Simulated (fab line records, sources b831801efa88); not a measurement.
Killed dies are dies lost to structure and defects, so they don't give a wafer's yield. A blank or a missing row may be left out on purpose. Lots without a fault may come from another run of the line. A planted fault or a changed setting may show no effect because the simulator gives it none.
Which tool did it? | flow sky130 | 12 lots, 36 wafers sampled, at 5 steps of a route of 708

WHAT THE GAUGES READ, wafer by wafer
SKY_NWELL_TW_MEAS_26.
lot  | measured     | on            | NWELL_2_TW
L321 | day 5 18:41  | film_metro-02 | 493.9 494.1 493.0
L322 | day 6 00:14  | film_metro-01 | 489.9 491.5 489.8
L323 | day 6 07:38  | film_metro-03 | 494.6 497.2 495.6
L325 | day 6 17:53  | film_metro-03 | 493.3 491.6 493.0
L326 | day 7 03:14  | film_metro-01 | 488.7 489.8 492.6
L327 | day 7 07:51  | film_metro-02 | 496.9 495.9 495.7
L329 | day 8 02:53  | film_metro-02 | 494.0 492.5 495.4
L332 | day 8 15:44  | film_metro-01 | 577.9 580.8 578.5 580.6 579.5 582.2
L333 | day 8 17:09  | film_metro-01 | 576.9 576.8 577.4 577.3 574.8 577.8
L334 | day 9 10:01  | film_metro-03 | 585.6 586.6 586.2 587.5 586.2 588.8
L341 | day 10 20:11 | film_metro-02 | 492.7 493.9 492.3
L342 | day 11 06:20 | film_metro-02 | 497.1 493.9 498.0

SKY_VT_ADJUST_NCORE_TW_MEAS_11.
lot  | measured     | on            | VT_ADJUST_NCORE_TW
L321 | day 9 01:08  | film_metro-04 | 220.0 220.7 220.1
L322 | day 9 07:42  | film_metro-02 | 219.1 218.5 218.7
L323 | day 9 16:24  | film_metro-01 | 217.0 215.0 216.0
L325 | day 10 04:38 | film_metro-01 | 217.3 219.4 218.6
L326 | day 10 15:34 | film_metro-02 | 216.9 217.3 218.0
L327 | day 10 21:46 | film_metro-02 | 217.1 215.8 216.9
L329 | day 11 20:53 | film_metro-01 | 217.2 218.2 218.0
L332 | day 12 11:42 | film_metro-02 | 218.6 217.3 219.0
L333 | day 12 13:40 | film_metro-04 | 220.1 220.0 219.6
L334 | day 13 08:00 | film_metro-04 | 220.3 218.1 220.0
L341 | day 15 02:04 | film_metro-02 | 218.5 217.6 217.9
L342 | day 15 11:51 | film_metro-02 | 216.7 218.5 216.9

SKY_SONOS_TUNNEL_TW_MEAS_12.
lot  | measured     | on            | SONOS_TUNNEL_TW
L321 | day 11 22:39 | film_metro-03 | 195.9 196.9 195.9
L322 | day 12 04:19 | film_metro-03 | 197.4 198.3 197.9
L323 | day 12 14:32 | film_metro-02 | 196.2 196.4 195.4
L325 | day 13 04:28 | film_metro-02 | 197.5 196.1 196.6
L326 | day 13 17:11 | film_metro-03 | 197.0 196.8 196.8
L327 | day 13 23:33 | film_metro-03 | 196.5 197.1 197.2
L329 | day 15 02:01 | film_metro-03 | 196.6 198.4 197.9
L332 | day 15 17:13 | film_metro-04 | 197.2 197.8 197.0
L333 | day 15 20:53 | film_metro-03 | 197.0 197.9 196.7
L334 | day 16 17:25 | film_metro-04 | 197.5 196.8 197.1
L341 | day 18 17:31 | film_metro-04 | 197.4 198.2 198.5
L342 | day 19 02:42 | film_metro-04 | 198.6 198.4 198.1

WHICH TOOL RAN EACH LOT (tool, then ch and the chambers of the sampled wafers, then the start)
lot  | SKY_DNWELL_STRIP_08                 | SKY_NWELL_IMPLANT_24
L321 | plasma_asher-04 ch 0,1, day 3 15:13 | implanter-02 ch 0, day 5 18:26
L322 | plasma_asher-01 ch 0,1, day 3 18:59 | implanter-04 ch 0, day 5 23:59
L323 | plasma_asher-01 ch 1, day 4 02:20   | implanter-04 ch 0, day 6 07:23
L325 | plasma_asher-02 ch 0,1, day 4 11:56 | implanter-04 ch 0, day 6 17:38
L326 | plasma_asher-02 ch 0,1, day 4 19:59 | implanter-02 ch 0, day 7 03:00
L327 | plasma_asher-04 ch 0,1, day 4 23:05 | implanter-01 ch 0, day 7 07:38
L329 | plasma_asher-01 ch 0,1, day 5 15:46 | implanter-04 ch 0, day 8 02:38
L332 | plasma_asher-04 ch 0,1, day 6 04:35 | implanter-04 ch 0, day 8 15:29
L333 | plasma_asher-04 ch 0,1, day 6 05:44 | implanter-04 ch 0, day 8 16:56
L334 | plasma_asher-04 ch 0, day 6 19:47   | implanter-04 ch 0, day 9 09:46
L341 | plasma_asher-04 ch 0,1, day 8 03:17 | implanter-01 ch 0, day 10 19:57
L342 | plasma_asher-01 ch 0,1, day 8 11:59 | implanter-01 ch 0, day 11 06:05
- SKY_DNWELL_STRIP_08: strips in O2/N2.
- SKY_NWELL_IMPLANT_24

WHAT THE TOOLS THEMSELVES READ (means of the sampled wafers that have a number; where no wafer has one, the mark that the record gives instead)
SKY_DNWELL_STRIP_08.
lot  | tool            | drypump_motor_current_A (A) | n2_flow_sccm (sccm) | oes_product_au (a.u.) | strip_time_to_endpoint_s (s)
L321 | plasma_asher-04 | 5.54                        | 300.0               | 0.723                 | 36.69
L322 | plasma_asher-01 | 5.55                        | 300.9               | 0.722                 | 36.92
L323 | plasma_asher-01 | 5.34                        | 299.3               | 0.725                 | 36.90
L325 | plasma_asher-02 | 5.06                        | 300.5               | 0.722                 | 36.87
L326 | plasma_asher-02 | 5.04                        | 300.0               | 0.723                 | 36.82
L327 | plasma_asher-04 | 5.54                        | 300.5               | 0.725                 | 36.94
L329 | plasma_asher-01 | 5.72                        | 300.3               | 0.720                 | 36.88
L332 | plasma_asher-04 | 5.52                        | 300.2               | 0.723                 | 36.78
L333 | plasma_asher-04 | 5.52                        | 300.2               | 0.727                 | 36.84
L334 | plasma_asher-04 | 5.55                        | 300.1               | 0.723                 | 36.96
L341 | plasma_asher-04 | 5.53                        | 299.3               | 0.723                 | 37.02
L342 | plasma_asher-01 | 5.53                        | 300.1               | 0.715                 | 36.92

SKY_NWELL_IMPLANT_24.
lot  | tool         | dose_ions_cm2 | faraday_current_uA
L321 | implanter-02 | 9.187e+12     | 50.7
L322 | implanter-04 | 9.197e+12     | 52.7
L323 | implanter-04 | 9.184e+12     | 51.4
L325 | implanter-04 | 9.201e+12     | 52.5
L326 | implanter-02 | 9.182e+12     | 50.8
L327 | implanter-01 | 9.191e+12     | 52.0
L329 | implanter-04 | 9.197e+12     | 51.5
L332 | implanter-04 | 1.578e+13     | 88.7
L333 | implanter-04 | 1.574e+13     | 87.1
L334 | implanter-04 | 1.575e+13     | 90.6
L341 | implanter-01 | 9.196e+12     | 51.2
L342 | implanter-01 | 9.198e+12     | 52.2

THE ANSWER, worked out from the rows above alone
Rule: what is usual is taken from the lots themselves. Put in order of their means at a reading, lots are off if they are a third of the lots or fewer, leave a main group of 4 or more, and stand apart from it by a gap of 3 or more times the standard deviation of the main group's means; of several such gaps the widest counts. A main group whose means are all the same, to the digits that the tables above print for the reading, isn't used. A lot without any number at a reading at which 4 lots or more have one is off too. The other lots that the step has rows for count as sound. The gauges are gone through in route order, then the tools' own readings, and for those a lot's mean is taken as printed above. The first step at which some lot is off is used, and at that step the reading that is off furthest; a lot without a number counts as furthest.
Off: L332, L333, L334, at SKY_NWELL_TW_MEAS_26 (NWELL_2_TW). The main group: mean 493.6, standard deviation 2.1.
A tool fits if, at a process step before that reading, it ran every lot that is off, and no sound lot after the first of them. The gauges at SKY_NWELL_TW_MEAS_26 aren't tried: what is off there is off at SKY_NWELL_IMPLANT_24 too, on other tools, and a gauge's error can't cause that. One fits: implanter-04 at SKY_NWELL_IMPLANT_24. Its last sound lot is L329 (day 8 02:38), its first lot that is off L332 (day 8 15:29): a fault that began between those two fits.
The tool's own readings at SKY_NWELL_IMPLANT_24 bear it out: on the lots that are off they differ by more than 5 times the standard deviation of the sound lots' means. dose_ions_cm2 reads 1.576e+13 there against 9.193e+12 on the sound lots; faraday_current_uA reads 88.8 there against 51.7 on the sound lots.

WHAT THE SIMULATOR HAD PUT IN
Process parameter drift: implanter-04, from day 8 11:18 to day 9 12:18, at SKY_NWELL_IMPLANT_24. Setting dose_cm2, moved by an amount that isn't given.
Lots struck among those shown: L332, L333, L334. The rule above found the same.
